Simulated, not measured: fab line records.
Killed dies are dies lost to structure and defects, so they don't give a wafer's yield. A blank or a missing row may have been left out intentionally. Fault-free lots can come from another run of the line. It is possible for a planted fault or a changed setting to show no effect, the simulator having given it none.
Split-lot trial / flow gf180mcu / 23 wafers read from 5 lots, route of 602 steps

ABOUT THE SPLIT
At GF_V2_COAT_09 (resist thk 1000 nm), the setting resistThkNm was moved away from the recipe's 1000 nm on 8 of the 23 wafers read, by -2.6% to +4.3%. This setting was run at the recipe's value on the other wafers.

Reading taken at the split's own step.

THE READING
KrF_of_V2_COAT_09.thkNm (the simulator's own value, which no gauge read), in nm, at GF_V2_COAT_09 (resist thk 1000 nm). No usual value for it is given in the file. Here, 15 wafers ran the recipe; their average is 999.4 nm with a standard deviation of 1.8 nm.

wafer=L074.1; tool, chamber at the split=lithoTrack-04, 0; resistThkNm as run, nm=1000; against the recipe=recipe; KrF_of_V2_COAT_09.thkNm, nm=998; against lot-mates on the recipe=-
wafer=L074.6; tool, chamber at the split=lithoTrack-04, 0; resistThkNm as run, nm=1000; against the recipe=recipe; KrF_of_V2_COAT_09.thkNm, nm=998; against lot-mates on the recipe=-
wafer=L074.3; tool, chamber at the split=lithoTrack-04, 0; resistThkNm as run, nm=1000; against the recipe=recipe; KrF_of_V2_COAT_09.thkNm, nm=1001; against lot-mates on the recipe=-
wafer=L074.4; tool, chamber at the split=lithoTrack-04, 0; resistThkNm as run, nm=1000; against the recipe=recipe; KrF_of_V2_COAT_09.thkNm, nm=999.3; against lot-mates on the recipe=-
wafer=L074.5; tool, chamber at the split=lithoTrack-04, 0; resistThkNm as run, nm=1000; against the recipe=recipe; KrF_of_V2_COAT_09.thkNm, nm=999.5; against lot-mates on the recipe=-
wafer=L076.1; tool, chamber at the split=lithoTrack-01, 0; resistThkNm as run, nm=1043; against the recipe=+4.3%; KrF_of_V2_COAT_09.thkNm, nm=1043; against lot-mates on the recipe=+43.3
wafer=L076.2; tool, chamber at the split=lithoTrack-01, 0; resistThkNm as run, nm=1000; against the recipe=recipe; KrF_of_V2_COAT_09.thkNm, nm=999.4; against lot-mates on the recipe=-
wafer=L076.4; tool, chamber at the split=lithoTrack-01, 0; resistThkNm as run, nm=1043; against the recipe=+4.3%; KrF_of_V2_COAT_09.thkNm, nm=1044; against lot-mates on the recipe=+44.3
wafer=L076.5; tool, chamber at the split=lithoTrack-01, 0; resistThkNm as run, nm=1000; against the recipe=recipe; KrF_of_V2_COAT_09.thkNm, nm=1000; against lot-mates on the recipe=-
wafer=L076.6; tool, chamber at the split=lithoTrack-01, 0; resistThkNm as run, nm=1043; against the recipe=+4.3%; KrF_of_V2_COAT_09.thkNm, nm=1045; against lot-mates on the recipe=+45.3
wafer=L077.1; tool, chamber at the split=lithoTrack-01, 0; resistThkNm as run, nm=1023; against the recipe=+2.3%; KrF_of_V2_COAT_09.thkNm, nm=1021; against lot-mates on the recipe=+23.0
wafer=L077.2; tool, chamber at the split=lithoTrack-01, 0; resistThkNm as run, nm=1023; against the recipe=+2.3%; KrF_of_V2_COAT_09.thkNm, nm=1021; against lot-mates on the recipe=+23.0
wafer=L077.3; tool, chamber at the split=lithoTrack-01, 0; resistThkNm as run, nm=1000; against the recipe=recipe; KrF_of_V2_COAT_09.thkNm, nm=996.6; against lot-mates on the recipe=-
wafer=L077.4; tool, chamber at the split=lithoTrack-01, 0; resistThkNm as run, nm=1000; against the recipe=recipe; KrF_of_V2_COAT_09.thkNm, nm=1001; against lot-mates on the recipe=-
wafer=L077.5; tool, chamber at the split=lithoTrack-01, 0; resistThkNm as run, nm=1000; against the recipe=recipe; KrF_of_V2_COAT_09.thkNm, nm=996.4; against lot-mates on the recipe=-
wafer=L079.1; tool, chamber at the split=lithoTrack-01, 0; resistThkNm as run, nm=1000; against the recipe=recipe; KrF_of_V2_COAT_09.thkNm, nm=999.6; against lot-mates on the recipe=-
wafer=L079.2; tool, chamber at the split=lithoTrack-01, 0; resistThkNm as run, nm=1000; against the recipe=recipe; KrF_of_V2_COAT_09.thkNm, nm=996.6; against lot-mates on the recipe=-
wafer=L079.5; tool, chamber at the split=lithoTrack-01, 0; resistThkNm as run, nm=1000; against the recipe=recipe; KrF_of_V2_COAT_09.thkNm, nm=1002; against lot-mates on the recipe=-
wafer=L082.1; tool, chamber at the split=lithoTrack-04, 0; resistThkNm as run, nm=1000; against the recipe=recipe; KrF_of_V2_COAT_09.thkNm, nm=1001; against lot-mates on the recipe=-
wafer=L082.2; tool, chamber at the split=lithoTrack-04, 0; resistThkNm as run, nm=1000; against the recipe=recipe; KrF_of_V2_COAT_09.thkNm, nm=1002; against lot-mates on the recipe=-
wafer=L082.4; tool, chamber at the split=lithoTrack-04, 0; resistThkNm as run, nm=973.6; against the recipe=-2.6%; KrF_of_V2_COAT_09.thkNm, nm=975.1; against lot-mates on the recipe=-26.4
wafer=L082.5; tool, chamber at the split=lithoTrack-04, 0; resistThkNm as run, nm=973.6; against the recipe=-2.6%; KrF_of_V2_COAT_09.thkNm, nm=977.5; against lot-mates on the recipe=-24.0
wafer=L082.6; tool, chamber at the split=lithoTrack-04, 0; resistThkNm as run, nm=973.6; against the recipe=-2.6%; KrF_of_V2_COAT_09.thkNm, nm=977.6; against lot-mates on the recipe=-23.9

THE FIT
A straight line over all 23 wafers: KrF_of_V2_COAT_09.thkNm changes by +9.75 nm for each +1% of resistThkNm; r = +0.99; the points scatter about the line by 2.2 nm.
The same after taking each lot's own level away (the mean of its wafers on the recipe; 23 wafers): +10 nm for each +1%; r = +1.00; scatter 1.6 nm.
The reading moves by 43 nm for the largest change in resistThkNm, on that fit.
Measured against the standard deviation above, the lots' own levels, which go from 998.00 to 1001.50 nm, span 1.9 times it.
The two slopes are in agreement: the lot-to-lot level therefore moves the slope only a little.
Check: +43.4 nm against its lot-mates is what the line predicts for one of the wafers moved furthest among these (+4.3%) when that wafer is left out of the fit. Against them it came out at +43.3 nm.

THESE WAFERS: OTHER SPLITS
Other splits were also applied to these wafers ahead of the reading. Each is held against what the fit with the lots' levels taken away leaves over:
other split on the same wafers=GF_SAB_DEVELOP_08 devTempC; wafers away from the commonest value=4; r with KrF_of_V2_COAT_09.thkNm (lot level and that fit taken away)=-0.10
other split on the same wafers=GF_SALICIDE_SPUTTER_02 powerW; wafers away from the commonest value=4; r with KrF_of_V2_COAT_09.thkNm (lot level and that fit taken away)=-0.09
other split on the same wafers=GF_SALICIDE_SPUTTER_03 powerW; wafers away from the commonest value=10; r with KrF_of_V2_COAT_09.thkNm (lot level and that fit taken away)=+0.05
other split on the same wafers=GF_CONTACT_SPUTTER_22 powerW; wafers away from the commonest value=11; r with KrF_of_V2_COAT_09.thkNm (lot level and that fit taken away)=-0.32
other split on the same wafers=GF_M1_SPUTTER_04 powerW; wafers away from the commonest value=9; r with KrF_of_V2_COAT_09.thkNm (lot level and that fit taken away)=+0.22
other split on the same wafers=GF_V1_CMP_04 leaveAboveRefNm; wafers away from the commonest value=7; r with KrF_of_V2_COAT_09.thkNm (lot level and that fit taken away)=-0.15
other split on the same wafers=GF_V1_PEB_12 pebTempC; wafers away from the commonest value=7; r with KrF_of_V2_COAT_09.thkNm (lot level and that fit taken away)=+0.03
other split on the same wafers=GF_M2_SPUTTER_02 powerW; wafers away from the commonest value=8; r with KrF_of_V2_COAT_09.thkNm (lot level and that fit taken away)=+0.02
other split on the same wafers=GF_M2_EXPOSE_11 doseMj; wafers away from the commonest value=8; r with KrF_of_V2_COAT_09.thkNm (lot level and that fit taken away)=-0.05
other split on the same wafers=GF_M2_METAL_ETCH_16 pressureMtorr; wafers away from the commonest value=15; r with KrF_of_V2_COAT_09.thkNm (lot level and that fit taken away)=-0.06

FILE'S OWN FIT
KrF_of_V2_COAT_09.thkNm changes by +10 nm for each +1% of resistThkNm, r = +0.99.
